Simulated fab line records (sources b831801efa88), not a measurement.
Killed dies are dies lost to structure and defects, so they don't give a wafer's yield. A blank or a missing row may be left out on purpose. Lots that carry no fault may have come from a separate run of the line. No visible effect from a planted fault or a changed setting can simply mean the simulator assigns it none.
The same fault as seen by 2 desks / flow gf180mcu / each desk has only its own numbers; what lay behind them comes last

FOR THE TOOL OWNER'S DESK: litho-track-04
The tool's own readings at GF_NWELL_COAT_02 (resist thk 3000 nm): means of the sampled wafers that have a number, for each lot that ran on this tool. A lot is out of limits, marked OUT, if its mean lies more than 4 standard deviations from the usual mean; the brackets give that distance.
Columns: A = resist-line-temp-C at GF_NWELL_COAT_02, usual 23.02 C
lot=L465; first seen here=day 3 22:32; A=23.01
lot=L466; first seen here=day 4 03:26; A=23.12
lot=L467; first seen here=day 4 08:05; A=22.85
lot=L471; first seen here=day 5 05:52; A=23.22
lot=L474; first seen here=day 5 23:38; A=23.06
lot=L484; first seen here=day 8 05:58; A=22.96
This desk's finding: nothing out of limits on any of the 6 lots.

FROM THE METROLOGY DESK
Lot by lot, what the gauges showed, no matter which tool ran the lot: averages of those sampled wafers that carry a number. A lot is out of limits, marked OUT, if its mean lies more than 4 standard deviations from the usual mean; the brackets give that distance.
Columns: A = M2_ALCU_RS at GF_M2_RS_MEAS_05, usual 0.0695 ohm/sq; B = M2_ALCU_THK at GF_M2_THK_MEAS_06, usual 453 nm; C = M3_ALCU_RS at GF_M3_RS_MEAS_05, usual 0.0692 ohm/sq
lot=L461; first seen here=day 18 08:01; A=0.0687; B=455; C=0.0687
lot=L465; first seen here=day 20 00:31; A=0.0694; B=457; C=0.0694
lot=L466; first seen here=day 20 16:35; A=0.0689; B=455; C=0.0697
lot=L467; first seen here=day 20 19:29; A=0.0703; B=444; C=0.0685
lot=L468; first seen here=day 21 17:52; A=0.0698; B=450; C=0.0685
lot=L469; first seen here=day 22 00:01; A=0.0704; B=445; C=0.0707
lot=L471; first seen here=day 22 12:18; A=0.0695; B=455; C=0.0697
lot=L474; first seen here=day 23 13:35; A=0.0696; B=452; C=0.0696
lot=L477; first seen here=day 24 11:58; A=0.0689; B=461; C=0.0684
lot=L480; first seen here=day 25 09:28; A=0.0697; B=454; C=0.0697
lot=L482; first seen here=day 26 04:06; A=0.0695; B=454; C=0.0704
lot=L483; first seen here=day 26 06:07; A=0.0689; B=459; C=0.0706
lot=L484; first seen here=day 26 12:05; A=0.0690; B=456; C=0.0700
This desk's finding: nothing out of limits on any of the 13 lots.

TAKEN TOGETHER
The desk of the tool owner found nothing out of limits.
From the metrology desk's view, nothing was out of limits.

WHAT THE SIMULATOR HAD INSERTED
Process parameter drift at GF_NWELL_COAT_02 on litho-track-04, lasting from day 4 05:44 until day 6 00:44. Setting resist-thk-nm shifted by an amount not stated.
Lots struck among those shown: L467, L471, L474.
